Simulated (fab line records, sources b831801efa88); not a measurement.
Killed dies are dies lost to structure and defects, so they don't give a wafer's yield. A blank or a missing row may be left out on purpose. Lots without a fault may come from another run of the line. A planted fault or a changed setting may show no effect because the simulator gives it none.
A struck lot beside a sound one | flow gf180mcu | 43 steps out of a route of 602
Sound: wafers L889.1, L889.2, L889.5. Struck: wafers L893.2, L893.4, L893.5. The cause comes at the end.
At each step with rows: each side's tool, then ch and its chambers, then its first start. Under that, the readings that differ: sound wafers | struck wafers | difference of the means | sigmas: that difference in standard deviations of wafers without a fault.
alike: readings whose means differ by less than 2 such deviations, and words and numbers that are the same on both sides. not compared: withheld readings, readings that some wafer has no value for, bounds like >300 that may hide the same value, and numbers for which the record gives no deviation and whose values overlap.
The two part at a step that has a row with sigmas, a row that says differs or no value, or rows on one side only. Numbers that don't overlap but have no deviation are shown without sigmas and don't part them. A reading that every wafer of one side lacks parts them only if that side has two wafers or more.

first, 1 step without rows for these wafers: GF_NWELL_IMPLANT_09.
GF_NWELL_STRIP_10: strips in O2/N2.
  sound on plasma_asher-02 ch 0,1, day 4 00:04; struck on plasma_asher-02 ch 0,1, day 5 00:55
  alike: drypump_motor_current_A, heater_power_w, oes_product_au, strip_time_to_endpoint_s
  not compared: rf_hours_counter_h
GF_NWELL_TW_MEAS_11:
  sound on film_metro-02, day 4 00:10; struck on film_metro-02, day 5 01:01
  alike: NWELL_TW
then, 7 steps without rows for these wafers: GF_LVPWELL_DEHYDRATE_00 (time 60 s); GF_LVPWELL_HMDS_01 (prime time 60 s); GF_LVPWELL_COAT_02 (resist thk 3000 nm); GF_LVPWELL_SOFTBAKE_03; GF_LVPWELL_EXPOSE_04 (exposes mask LVPWELL, target cd 600 nm); GF_LVPWELL_PEB_05; GF_LVPWELL_DEVELOP_06 (develop time 60 s).
GF_LVPWELL_OVL_MEAS_07:
  sound on overlay-01, day 4 13:03; struck on overlay-02, day 5 13:53
  alike: LVPWELL_OVL
then, 1 step without rows for these wafers: GF_LVPWELL_IMPLANT_08.
GF_LVPWELL_IMPLANT_09:
  sound on implanter-03 ch 0, day 4 13:14; struck on implanter-04, day 5 14:05
  no value came back on the struck wafers for beam_energy_keV, beam_on_s (s); on the sound wafers beam_energy_keV reads 60.022 60.023 59.986
GF_LVPWELL_STRIP_10: strips in O2/N2.
  sound on plasma_asher-02 ch 0,1, day 4 13:23; struck on plasma_asher-01 ch 0,1, day 5 14:13
  reading               | sound             | struck            | difference | sigmas
  oes_product_au (a.u.) | 0.732 0.733 0.728 | 0.723 0.719 0.719 | -0.011     | -2
  alike: drypump_motor_current_A, heater_power_w, strip_time_to_endpoint_s
  not compared: rf_hours_counter_h
GF_LVPWELL_TW_MEAS_11:
  sound on film_metro-01, day 4 13:29; struck on film_metro-02, day 5 14:19
  reading    | sound       | struck      | difference | sigmas
  LVPWELL_TW | 554 554 557 | 522 522 520 | -34        | -11
then, 7 steps without rows for these wafers: GF_MVSD_DEHYDRATE_00 (time 60 s); GF_MVSD_HMDS_01 (prime time 60 s); GF_MVSD_COAT_02 (resist thk 3000 nm); GF_MVSD_SOFTBAKE_03; GF_MVSD_EXPOSE_04 (exposes mask MVSD, target cd 1000 nm); GF_MVSD_PEB_05; GF_MVSD_DEVELOP_06 (develop time 60 s).
GF_MVSD_OVL_MEAS_07:
  sound on overlay-01, day 5 02:26; struck on overlay-01, day 6 04:38
  alike: MVSD_OVL
then, 2 steps without rows for these wafers: GF_MVSD_IMPLANT_08; GF_MVSD_IMPLANT_09.
GF_MVSD_STRIP_10: strips in O2/N2.
  sound on plasma_asher-01 ch 0,1, day 5 02:46; struck on plasma_asher-01 ch 0,1, day 6 04:58
  alike: drypump_motor_current_A, heater_power_w, oes_product_au, strip_time_to_endpoint_s
  not compared: rf_hours_counter_h
GF_MVSD_TW_MEAS_11:
  sound on film_metro-04, day 5 02:52; struck on film_metro-02, day 6 05:04
  alike: MVSD_TW
then, 7 steps without rows for these wafers: GF_MVPSD_DEHYDRATE_00 (time 60 s); GF_MVPSD_HMDS_01 (prime time 60 s); GF_MVPSD_COAT_02 (resist thk 3000 nm); GF_MVPSD_SOFTBAKE_03; GF_MVPSD_EXPOSE_04 (exposes mask MVPSD, target cd 1000 nm); GF_MVPSD_PEB_05; GF_MVPSD_DEVELOP_06 (develop time 60 s).
GF_MVPSD_OVL_MEAS_07:
  sound on overlay-02, day 5 16:33; struck on overlay-01, day 6 18:46
  alike: MVPSD_OVL
then, 2 steps without rows for these wafers: GF_MVPSD_IMPLANT_08; GF_MVPSD_IMPLANT_09.
GF_MVPSD_STRIP_10: strips in O2/N2.
  sound on plasma_asher-01 ch 0,1, day 5 16:53; struck on plasma_asher-03 ch 1, day 6 19:05
  alike: drypump_motor_current_A, heater_power_w, oes_product_au, strip_time_to_endpoint_s
  not compared: rf_hours_counter_h
GF_MVPSD_TW_MEAS_11:
  sound on film_metro-01, day 5 16:59; struck on film_metro-04, day 6 19:12
  alike: MVPSD_TW
then, 3 steps without rows for these wafers: GF_VT_IMPLANT_DEHYDRATE_00 (time 60 s); GF_VT_IMPLANT_HMDS_01 (prime time 60 s); GF_VT_IMPLANT_COAT_02 (resist thk 1000 nm).
-- the record jumps here: 3 days lie between the struck wafers' starts before and after --
GF_VT_IMPLANT_RS_MEAS_48: measures by four-point-probe.
  sound on film_metro-01, day 8 06:42; struck on film_metro-02, day 9 11:56
  reading             | sound          | struck         | difference | sigmas
  LVPWELL_RS (ohm/sq) | 1191 1192 1194 | 1532 1531 1532 | +339       | +99 or more

WHERE THEY PART
First at GF_LVPWELL_IMPLANT_09; last, within this record, at GF_VT_IMPLANT_RS_MEAS_48.

WHY: what the simulator had put in
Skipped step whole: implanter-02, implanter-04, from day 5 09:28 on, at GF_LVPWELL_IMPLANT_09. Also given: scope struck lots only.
